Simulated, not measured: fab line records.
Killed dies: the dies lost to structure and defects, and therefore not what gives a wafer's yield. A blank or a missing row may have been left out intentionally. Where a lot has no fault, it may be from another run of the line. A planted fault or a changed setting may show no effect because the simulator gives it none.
fab line records	flow sfqLine
[record] lots = 6	wafers = 18	lastDay = 91
route steps=325 shown I2@107 M3@118 I3@133 M4@148 M8@325
lots untouched by any fault: they come from a run of this same line in which no faults occurred
startH: hours from the record's opening day to when the first of the lot's shown wafers began	waitH: time in hours since the lot's previous step	" identical to the entry in the row above	L1.1+2: a single row standing in for several wafers	- no value, or no start given	* or withheld: withheld	< > ~ a bound
route shown NAME@n: a module of which the file shows steps, and the number in the route of the first	usual: mean/standard deviation of fault-free wafers	same: alike in all rows	chamber/n: place in a boat	sites: each site's reading	_std_site: the values' standard deviation	_edge_site: outer sites' mean less inner sites'	radiusMm: for every site, how far away it sits from the centre of the wafer	mask NAME#n: copy n	behind: tool/chamber where the wafer was last shaped	hold: reason for holding the lot/hours on hold/outcome of the hold	device: the transistor (n, p or np) that didn't switch	end of line: the route-end tests of the same wafers	where a step has no rows: the recipe by itself	killed: not the wafer's yield, but the dies lost to structure and defects at the first sort	map: per-die view of a wafer (x killed, . not killed, _ where there is no die)
set.NAME: the setting as run; set.NAME@STEP: as run at that earlier step	model.NAME: the simulator's own value behind a step, which no gauge read
certain route steps with their lots: each step a table, each wafer a row
services: from which hour (startH, from the record's first day; less than 0 if before it) a tool's chamber was out of use, for how many hours, and why
[[steps]]
[step SFQ_TRILAYER_I2_VIA_LITHO_COAT_072]
[recipe] resist = BARC	spinRpm = 3000	resistThkNm = 62
[step SFQ_TRILAYER_I2_VIA_LITHO_COAT_067]
[recipe] resist = KrF	spinRpm = 3000	resistThkNm = 650
[step SFQ_TRILAYER_I2_VIA_LITHO_SOFTBAKE_071]
[recipe] tempC = withheld	timeS = withheld	resist = KrF
[step SFQ_TRILAYER_I2_VIA_LITHO_EXPOSE_068]
[recipe] maskId = I2	na = 0.6	sourceShape = conventional	sigmaOuter = 0.65	targetCdNm = 500	doseMj = 21.3
[step SFQ_TRILAYER_I2_VIA_LITHO_PEB_070]
[recipe] pebTempC = 115	pebTimeS = 60	resist = KrF
[step SFQ_TRILAYER_I2_VIA_LITHO_DEVELOP_069]
[recipe] timeS = 60	resist = KrF
[step SFQ_I2_OVL_MEAS_918]
[usual] I2_OVL = -2/6.3
lot.wafer	tool	chamber	startH	waitH	I2_OVL[nm]
L559.2	overlay-01	-	941.81	0.1	0
L559.4	"	-	"	"	-4
L559.6	"	-	"	"	-4
L560.2	overlay-01	-	953.81	0.1	2
L560.3	"	-	"	"	3
L560.4	"	-	"	"	4
L563.1	overlay-01	-	1001.16	0.1	3
L563.2	"	-	"	"	-4
L563.5	"	-	"	"	-4
L567.1	overlay-02	-	1011.96	0.1	-2
L567.5	"	-	"	"	-9
L567.6	"	-	"	"	-18
L569.1	overlay-01	-	1016.76	0.1	1
L569.2	"	-	"	"	5
L569.4	"	-	"	"	0
L572.1	overlay-02	-	1032.61	0.1	-1
L572.4	"	-	"	"	2
L572.6	"	-	"	"	2
[step SFQ_TRILAYER_I2_VIA_BARC_OPEN_VIA_ETCH_096]
[recipe] maskMaterial = PR	chemistry = O2	targetDepthNm = 125	target = BARC	sourceW = 500	biasW = 80	pressureMtorr = 31.47	timeS = 41.7
[step SFQ_TRILAYER_I2_VIA_ETCH_VIA_ETCH_070]
[recipe] target = SiO2	stopOn = Nb	maskMaterial = PR	taperDeg = 20	chemistry = CHF3	targetDepthNm = 260	sourceW = 500	biasW = 80	pressureMtorr = 30	timeS = withheld
[step SFQ_TRILAYER_I2_VIA_STRIP_STRIP_071]
[recipe] gas = O2	powerW = 200	platenTempC = 40	overashFraction = 0.65	chemistry = O2	pressureMtorr = 50
[usual] drypumpMotorCurrentA = 5.6/0.55	oesProductAu = 0.995/0.008
[same] overashFraction = 0.65
lot.wafer	tool	chamber	startH	waitH	drypumpMotorCurrentA	oesProductAu	rfHoursCounterH
L559.2	rieMetal-03	0	941.99	-	5.0	0.997	43
L559.4	"	0	"	"	5.0	1.006	-
L559.6	"	1	"	"	6.2	1.011	-
L560.2	rieMetal-03	0	953.99	-	4.9	0.985	46
L560.3	"	0	"	"	4.9	1.001	-
L560.4	"	1	"	"	6.2	1.006	-
L563.1	rieMetal-03	1	1001.35	-	6.2	1.003	14
L563.2	"	0	"	"	4.9	0.994	53
L563.5	"	1	"	"	6.2	0.993	-
L567.1	rieMetal-02	1	1012.15	-	4.9	0.991	44
L567.5	"	0	"	"	5.7	0.983	-
L567.6	"	1	"	"	4.8	0.990	-
L569.1	rieMetal-01	1	1016.95	-	5.8	0.993	90
L569.2	"	0	"	"	6.0	1.005	134
L569.4	"	0	"	"	6.0	0.998	-
L572.1	rieMetal-03	1	1032.80	-	6.2	0.988	17
L572.4	"	0	"	"	5.0	0.982	-
L572.6	"	0	"	"	5.0	0.977	-
[step SFQ_TRILAYER_I2_VIA_STRIP_SOLV_CLEAN_072]
[recipe] chemistry = NMP	tempC = 70	timeS = 600
[step SFQ_TRILAYER_M3_DEP_PRE_CLEAN_074]
[recipe] gas = Ar	timeS = 22.5	biasV = 250
[step SFQ_TRILAYER_M3_DEP_SPUTTER_073]
[recipe] material = Nb	basePressurePa = 1.33e-06	chamberPressurePa = 0.1278	substrateTempC = 20	resputterCathodeVoltageV = 400	targetThkNm = 200	powerW = 2000	timeS = 133.3
[usual] resputterCathodeVoltageV = 400/4	throttleValvePct = 30.1/1.1
lot.wafer	tool	chamber	startH	waitH	resputterCathodeVoltageV	throttleValvePct	model.Nb_of_TRILAYER_M3_DEP_SPUTTER_073.thkNm
L559.2	pvdSputter-03	-	942.79	0.0	393	30.8	197.1
L559.4	"	-	"	"	402	28.1	199
L559.6	"	-	"	"	403	29.6	200.1
L560.2	pvdSputter-04	-	954.79	0.0	407	29.8	202
L560.3	"	-	"	"	397	31.6	204.1
L560.4	"	-	"	"	393	30.4	206.7
L563.1	pvdSputter-03	-	1002.15	0.0	396	28.3	203.4
L563.2	"	-	"	"	402	30.7	199.8
L563.5	"	-	"	"	404	30.8	201.8
L567.1	pvdSputter-04	-	1012.95	0.0	396	29.5	100.8
L567.5	"	-	"	"	394	30.7	200.8
L567.6	"	-	"	"	395	30.1	199.8
L569.1	pvdSputter-04	-	1017.75	0.0	398	31.6	199.1
L569.2	"	-	"	"	396	29.9	98.78
L569.4	"	-	"	"	411	29.9	197.9
L572.1	pvdSputter-03	-	1033.60	0.0	399	31.0	199.7
L572.4	"	-	"	"	396	28.4	197
L572.6	"	-	"	"	400	28.0	201.4
[step SFQ_M3_RS_MEAS_919]
[recipe] thkMeasGauge = four-point-probe	reads = Nb_of_TRILAYER_M3_DEP_SPUTTER_073
[usual] M3_NB_RS = 0.887/0.011
lot.wafer	tool	chamber	startH	waitH	M3_NB_RS[ohm/sq]
L559.2	filmMetro-01	-	942.90	0.1	0.900
L559.4	"	-	"	"	0.894
L559.6	"	-	"	"	0.889
L560.2	filmMetro-04	-	954.90	0.1	0.881
L560.3	"	-	"	"	0.871
L560.4	"	-	"	"	0.860
L563.1	filmMetro-04	-	1002.24	0.0	0.874
L563.2	"	-	"	"	0.888
L563.5	"	-	"	"	0.882
L567.1	filmMetro-01	-	1013.04	0.0	1.784
L567.5	"	-	"	"	0.887
L567.6	"	-	"	"	0.890
L569.1	filmMetro-04	-	1017.84	0.0	0.894
L569.2	"	-	"	"	1.821
L569.4	"	-	"	"	0.899
L572.1	filmMetro-02	-	1033.69	0.0	0.892
L572.4	"	-	"	"	0.902
L572.6	"	-	"	"	0.883
[step SFQ_TRILAYER_M3_LITHO_COAT_080]
[recipe] resist = BARC	spinRpm = 3000	resistThkNm = 62
[step SFQ_TRILAYER_M3_LITHO_COAT_075]
[recipe] resist = KrF	spinRpm = 3000	resistThkNm = 600
[step SFQ_TRILAYER_M3_LITHO_SOFTBAKE_079]
[recipe] tempC = withheld	timeS = withheld	resist = KrF
[step SFQ_TRILAYER_M3_LITHO_EXPOSE_076]
[recipe] maskId = M3	na = 0.6	sourceShape = conventional	sigmaOuter = 0.65	targetCdNm = 500	doseMj = 14.4
[step SFQ_TRILAYER_M3_LITHO_PEB_078]
[recipe] pebTempC = 115	pebTimeS = 60	resist = KrF
[step SFQ_TRILAYER_M3_LITHO_DEVELOP_077]
[recipe] timeS = 60	resist = KrF
[step SFQ_M3_OVL_MEAS_921]
[usual] M3_OVL = 1/4.8
lot.wafer	tool	chamber	startH	waitH	M3_OVL[nm]
L559.2	overlay-01	-	954.50	0.1	0
L559.4	"	-	"	"	-1
L559.6	"	-	"	"	-3
L560.2	overlay-02	-	984.04	0.1	5
L560.3	"	-	"	"	2
L560.4	"	-	"	"	1
L563.1	overlay-02	-	1004.67	0.1	1
L563.2	"	-	"	"	-2
L563.5	"	-	"	"	-5
L567.1	overlay-01	-	1015.47	0.1	7
L567.5	"	-	"	"	9
L567.6	"	-	"	"	3
L569.1	overlay-01	-	1020.29	0.1	2
L569.2	"	-	"	"	-5
L569.4	"	-	"	"	3
L572.1	overlay-01	-	1036.12	0.1	-1
L572.4	"	-	"	"	0
L572.6	"	-	"	"	3
[step SFQ_TRILAYER_M3_BARC_OPEN_METAL_ETCH_100]
[recipe] maskMaterial = PR	chemistry = O2	targetDepthNm = 125	target = BARC	icpW = 600	biasW = 80	pressureMtorr = 10	timeS = 41.7
[step SFQ_TRILAYER_M3_ETCH_METAL_ETCH_078]
[recipe] target = Nb	stopOn = SiO2	maskMaterial = PR	chemistry = Cl2/Ar	targetDepthNm = 240	icpW = 600	biasW = 80	pressureMtorr = 10	timeS = 120
[usual] drypumpMotorCurrentA = 5.4/0.47	oesProductAu = 0.895/0.008
lot.wafer	tool	chamber	startH	waitH	drypumpMotorCurrentA	oesProductAu	rfHoursCounterH
L559.2	rieMetal-04	1	954.59	0.0	4.9	0.887	1
L559.4	"	0	"	"	5.4	0.889	-
L559.6	"	0	"	"	5.4	0.896	-
L560.2	rieMetal-02	1	984.13	0.0	4.8	0.906	41
L560.3	"	1	"	"	4.8	0.910	-
L560.4	"	0	"	"	5.7	0.908	-
L563.1	rieMetal-02	0	1004.77	0.0	5.7	0.902	101
L563.2	"	1	"	"	4.8	0.897	43
L563.5	"	0	"	"	5.7	0.888	-
L567.1	rieMetal-03	1	1015.57	0.0	6.2	0.650	15
L567.5	"	0	"	"	5.0	0.895	-
L567.6	"	1	"	"	6.3	0.887	-
L569.1	rieMetal-04	1	1020.38	0.0	4.9	0.896	11
L569.2	"	0	"	"	5.4	0.631	108
L569.4	"	0	"	"	5.4	0.890	-
L572.1	rieMetal-02	1	1036.22	0.0	4.8	0.890	47
L572.4	"	1	"	"	4.8	0.892	-
L572.6	"	1	"	"	4.8	0.897	-
[step SFQ_TRILAYER_M3_STRIP_STRIP_079]
[recipe] gas = O2	powerW = 200	platenTempC = 40	overashFraction = 0.65	chemistry = O2	pressureMtorr = 50
[step SFQ_TRILAYER_M3_STRIP_SOLV_CLEAN_080]
[recipe] chemistry = NMP	tempC = 70	timeS = 600
[step SFQ_TRILAYER_I3_DEP_PECVD_081]
[recipe] material = SiO2	tempC = 150	timeS = 108.9	pressureTorr = 2.4	rfW = 183.3	precursor = SiH4/N2O	targetThkNm = 500
[usual] heaterPowerW = 82/18	throttleValvePct = 24.7/1
lot.wafer	tool	chamber	startH	waitH	heaterPowerW	throttleValvePct
L559.2	pecvd-03	1	955.49	0.0	87	26.4
L559.4	"	1	"	"	87	26.3
L559.6	"	1	"	"	73	26.4
L560.2	pecvd-01	0	985.03	0.0	85	25.2
L560.3	"	2	"	"	66	24.4
L560.4	"	2	"	"	70	23.8
L563.1	pecvd-01	1	1005.67	0.0	50	25.4
L563.2	"	2	"	"	64	24.0
L563.5	"	1	"	"	37	25.1
L567.1	pecvd-01	2	1016.47	0.0	57	24.1
L567.5	"	0	"	"	89	24.9
L567.6	"	1	"	"	48	25.4
L569.1	pecvd-03	2	1021.28	0.0	94	25.4
L569.2	"	1	"	"	84	26.3
L569.4	"	0	"	"	106	26.1
L572.1	pecvd-03	0	1037.12	0.0	109	26.1
L572.4	"	0	"	"	92	26.2
L572.6	"	1	"	"	87	26.2
[step SFQ_TRILAYER_I3_CMP_CMP_082]
[recipe] material = SiO2	downForcePsi = 3	platenRpm = 60	padVelocityMS = 0.94248
[usual] motorCurrentA = 10.4/1.2	timeToEndpointS = 206/8.3
lot.wafer	tool	chamber	startH	waitH	motorCurrentA	timeToEndpointS
L559.4	cmp-01	3	961.59	6.0	11.8	222
L559.2	"	1	962.59	7.1	9.5	208
L559.6	"	3	963.59	8.0	11.8	217
L560.3	cmp-01	3	985.11	0.0	11.5	215
L560.2	"	0	"	"	11.3	204
L560.4	"	2	986.61	1.5	11.0	206
L563.2	cmp-01	2	1005.75	0.0	11.1	203
L563.1	"	0	1006.75	1.0	11.1	205
L563.5	"	2	1007.75	2.0	11.2	201
L567.1	cmp-02	3	1018.13	1.6	11.2	190
L567.5	"	0	"	"	10.1	203
L567.6	"	1	"	"	9.9	196
L569.2	cmp-01	3	1023.16	1.8	11.9	213
L569.1	"	0	"	"	11.4	193
L569.4	"	2	1024.66	3.3	11.3	207
L572.4	cmp-02	1	1038.22	1.0	9.9	204
L572.1	"	0	1039.72	2.6	9.7	209
L572.6	"	2	1040.72	3.5	8.4	198
[step SFQ_I3_BOW_MEAS_922]
[recipe] mode = bow
[usual] I3_BOW = 2/9.7
lot.wafer	tool	chamber	startH	waitH	I3_BOW[um]
L559.2	filmMetro-01	-	964.11	1.0	3
L559.4	"	-	"	"	5
L559.6	"	-	"	"	7
L560.2	filmMetro-01	-	988.13	2.0	-16
L560.3	"	-	"	"	-3
L560.4	"	-	"	"	-8
L563.1	filmMetro-03	-	1008.75	1.5	-10
L563.2	"	-	"	"	14
L563.5	"	-	"	"	-7
L567.1	filmMetro-01	-	1019.63	1.0	3
L567.5	"	-	"	"	-19
L567.6	"	-	"	"	-11
L569.1	filmMetro-04	-	1026.16	2.0	16
L569.2	"	-	"	"	15
L569.4	"	-	"	"	2
L572.1	filmMetro-04	-	1041.22	1.0	-12
L572.4	"	-	"	"	-7
L572.6	"	-	"	"	-18
[step SFQ_TRILAYER_I3_METRO_MEASURE_083]
[usual] thkNm = 199.4/1.3
lot.wafer	tool	chamber	startH	waitH	thkNm
L559.2	filmMetro-01	-	964.41	0.3	199.8
L559.4	"	-	"	"	201.3
L559.6	"	-	"	"	202.6
L560.2	filmMetro-01	-	988.43	0.3	198.3
L560.3	"	-	"	"	201.3
L560.4	"	-	"	"	198.3
L563.1	filmMetro-03	-	1008.87	0.1	199.1
L563.2	"	-	"	"	198.6
L563.5	"	-	"	"	198.0
L567.1	filmMetro-01	-	1019.75	0.1	198.9
L567.5	"	-	"	"	201.1
L567.6	"	-	"	"	198.9
L569.1	filmMetro-04	-	1026.28	0.1	197.6
L569.2	"	-	"	"	200.1
L569.4	"	-	"	"	199.2
L572.1	filmMetro-04	-	1041.34	0.1	201.2
L572.4	"	-	"	"	199.5
L572.6	"	-	"	"	199.1
[step SFQ_TRILAYER_I3_VIA_LITHO_COAT_090]
[recipe] resist = BARC	spinRpm = 3000	resistThkNm = 62
[step SFQ_TRILAYER_I3_VIA_LITHO_COAT_085]
[recipe] resist = KrF	spinRpm = 3000	resistThkNm = 650
[step SFQ_TRILAYER_I3_VIA_LITHO_SOFTBAKE_089]
[recipe] tempC = withheld	timeS = withheld	resist = KrF
[step SFQ_TRILAYER_I3_VIA_LITHO_EXPOSE_086]
[recipe] maskId = I3	na = 0.6	sourceShape = conventional	sigmaOuter = 0.65	targetCdNm = 500	doseMj = 21.3
[step SFQ_TRILAYER_I3_VIA_LITHO_PEB_088]
[recipe] pebTempC = 115	pebTimeS = 60	resist = KrF
[step SFQ_TRILAYER_I3_VIA_LITHO_DEVELOP_087]
[recipe] timeS = 60	resist = KrF
[step SFQ_I3_OVL_MEAS_923]
[usual] I3_OVL = 1/3.6
lot.wafer	tool	chamber	startH	waitH	I3_OVL[nm]
L559.2	overlay-02	-	1096.22	0.1	7
L559.4	"	-	"	"	-2
L559.6	"	-	"	"	1
L560.2	overlay-01	-	1127.42	0.1	3
L560.3	"	-	"	"	0
L560.4	"	-	"	"	0
L563.1	overlay-02	-	1147.80	0.1	-1
L563.2	"	-	"	"	-1
L563.5	"	-	"	"	4
L567.1	overlay-02	-	1163.32	0.1	2
L567.5	"	-	"	"	4
L567.6	"	-	"	"	7
L569.1	overlay-02	-	1170.52	0.1	-2
L569.2	"	-	"	"	-2
L569.4	"	-	"	"	-2
L572.1	overlay-02	-	1186.12	0.1	-2
L572.4	"	-	"	"	2
L572.6	"	-	"	"	4
[step SFQ_TRILAYER_I3_VIA_BARC_OPEN_VIA_ETCH_121]
[recipe] maskMaterial = PR	chemistry = O2	targetDepthNm = 125	target = BARC	sourceW = 500	biasW = 80	pressureMtorr = 30	timeS = 41.7
[usual] drypumpMotorCurrentA = 5.9/0.43	oesProductAu = 0.685/0.0041
lot.wafer	tool	chamber	startH	waitH	drypumpMotorCurrentA	oesProductAu	rfHoursCounterH
L559.2	rieDiel-02	0	1096.25	0.0	5.1	0.683	18
L559.4	"	2	"	"	6.5	0.681	10
L559.6	"	2	"	"	6.5	0.683	-
L560.2	rieDiel-04	1	1127.45	0.0	6.0	0.691	3
L560.3	"	2	"	"	6.0	0.679	9
L560.4	"	3	"	"	5.3	0.681	13
L563.1	rieDiel-02	2	1147.84	0.0	6.5	0.682	11
L563.2	"	3	"	"	6.0	0.679	13
L563.5	"	1	"	"	5.7	0.683	-
L567.1	rieDiel-03	1	1163.36	0.0	6.0	0.689	6
L567.5	"	3	"	"	5.8	0.684	-
L567.6	"	2	"	"	5.4	0.680	-
L569.1	rieDiel-03	1	1170.56	0.0	6.0	0.683	6
L569.2	"	2	"	"	5.4	0.683	2
L569.4	"	0	"	"	6.4	0.688	8
L572.1	rieDiel-04	1	1186.16	0.0	6.0	0.682	4
L572.4	"	0	"	"	6.0	0.685	12
L572.6	"	1	"	"	6.0	0.688	-
[step SFQ_TRILAYER_I3_VIA_ETCH_VIA_ETCH_088]
[recipe] target = SiO2	stopOn = Nb	maskMaterial = PR	taperDeg = 20	chemistry = CHF3	targetDepthNm = 260	sourceW = 500	biasW = 80	pressureMtorr = 30	timeS = withheld
[step SFQ_TRILAYER_I3_VIA_STRIP_STRIP_089]
[recipe] gas = O2	powerW = 200	platenTempC = 40	overashFraction = 0.65	chemistry = O2	pressureMtorr = 50
[step SFQ_TRILAYER_I3_VIA_STRIP_SOLV_CLEAN_090]
[recipe] chemistry = NMP	tempC = 70	timeS = 600
[step SFQ_TRILAYER_M4_DEP_PRE_CLEAN_092]
[recipe] gas = Ar	timeS = 22.5	biasV = 250
[step SFQ_M8_BOW_MEAS_951]
[recipe] mode = bow
[usual] M8_BOW = 8/12
lot.wafer	tool	chamber	startH	waitH	M8_BOW[um]	model.etest.m3.ohmUm	model.etest.i2.linkOhm	model.etest.m3.ohmSq	model.etest.i3.linkOhm
L559.2	filmMetro-03	-	1984.60	0.0	11	1.802	1.971	0.9026	1.98
L559.4	"	-	"	"	12	1.781	1.966	0.8941	1.973
L559.6	"	-	"	"	15	1.776	1.971	0.8893	1.977
L560.2	filmMetro-04	-	1997.61	0.0	-7	1.753	1.959	0.8807	1.952
L560.3	"	-	"	"	8	1.738	1.95	0.8719	1.965
L560.4	"	-	"	"	1	1.717	1.928	0.8606	1.931
L563.1	filmMetro-02	-	2015.50	0.0	-3	1.755	1.95	0.8746	1.926
L563.2	"	-	"	"	23	1.778	1.965	0.8903	1.951
L563.5	"	-	"	"	0	1.764	1.952	0.8817	1.932
L567.1	filmMetro-04	-	2169.32	0.0	5	3.519	3.038	1.766	2.835
L567.5	"	-	"	"	-16	1.761	1.969	0.8862	1.956
L567.6	"	-	"	"	-8	1.765	1.977	0.8906	1.968
L569.1	filmMetro-02	-	2172.92	0.0	12	1.786	1.971	0.8935	1.954
L569.2	"	-	"	"	9	3.588	3.07	1.801	2.887
L569.4	"	-	"	"	-2	1.79	1.98	0.8991	1.976
L572.1	filmMetro-03	-	2182.70	0.0	-11	1.787	1.972	0.891	1.991
L572.4	"	-	"	"	-7	1.809	1.971	0.9032	2.016
L572.6	"	-	"	"	-17	1.77	1.964	0.8833	1.975
[[services]]
tool	chamber	startH	hours	kind
cmp-01	-	918.09	4.0	pm
rieMetal-02	0	938.66	11.7	repair
pecvd-01	0	940.43	1.8	repair
pecvd-03	2	946.22	13.2	repair
rieMetal-03	1	948.62	3.9	repair
filmMetro-01	-	953.48	0.8	pm
filmMetro-01	-	956.89	0.6	pm
filmMetro-01	-	960.11	0.6	pm
cmp-01	-	970.29	1.6	repair
cmp-01	-	972.17	0.3	repair
pecvd-03	2	982.40	5.9	repair
pecvd-03	0	1001.27	19.2	repair
rieMetal-03	-	1017.68	2.8	pm
pecvd-03	-	1034.01	2.8	pm
filmMetro-01	-	1047.98	11.0	pm
pecvd-03	-	1051.26	1.3	repair
cmp-01	-	1056.40	0.2	repair
rieMetal-02	-	1063.43	2.8	pm
cmp-01	-	1068.35	0.2	repair
pecvd-03	2	1083.35	3.7	repair
cmp-01	-	1099.45	2.5	repair
cmp-01	-	1140.00	0.2	repair
cmp-01	-	1149.99	1.8	repair
rieMetal-02	0	1177.78	2.8	repair
[[key]]
[firstSign] step = SFQ_M3_RS_MEAS_919	reading = M3_NB_RS	direction = up	sigmas = 87	usual = 0.887	struck = 1.802
[effect] step = SFQ_TRILAYER_M3_ETCH_METAL_ETCH_078	reading = oesProductAu	direction = down	sigmas = 32	usual = 0.895	struck = 0.641
[modelEffect] step = SFQ_TRILAYER_M3_DEP_SPUTTER_073	value = Nb_of_TRILAYER_M3_DEP_SPUTTER_073.thkNm	without = 199	struck = 99.77
[modelEffect] step = SFQ_M8_BOW_MEAS_951	value = etest.m3.ohmUm	without = 1.782	struck = 3.553
metAt SFQ_TRILAYER_M3_DEP_SPUTTER_073
struckWafers L567.1,L569.2
[fault] kind = processParameterDrift	tool = pvdSputter-04	chamber = -	onsetH = 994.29	steps = SFQ_TRILAYER_M3_DEP_SPUTTER_073	channel = targetThkNm	offset = -99.08	shape = step	endH = 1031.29	actsIn = theseRecipesOnly	stated = 200	scope = struckWafersOnly
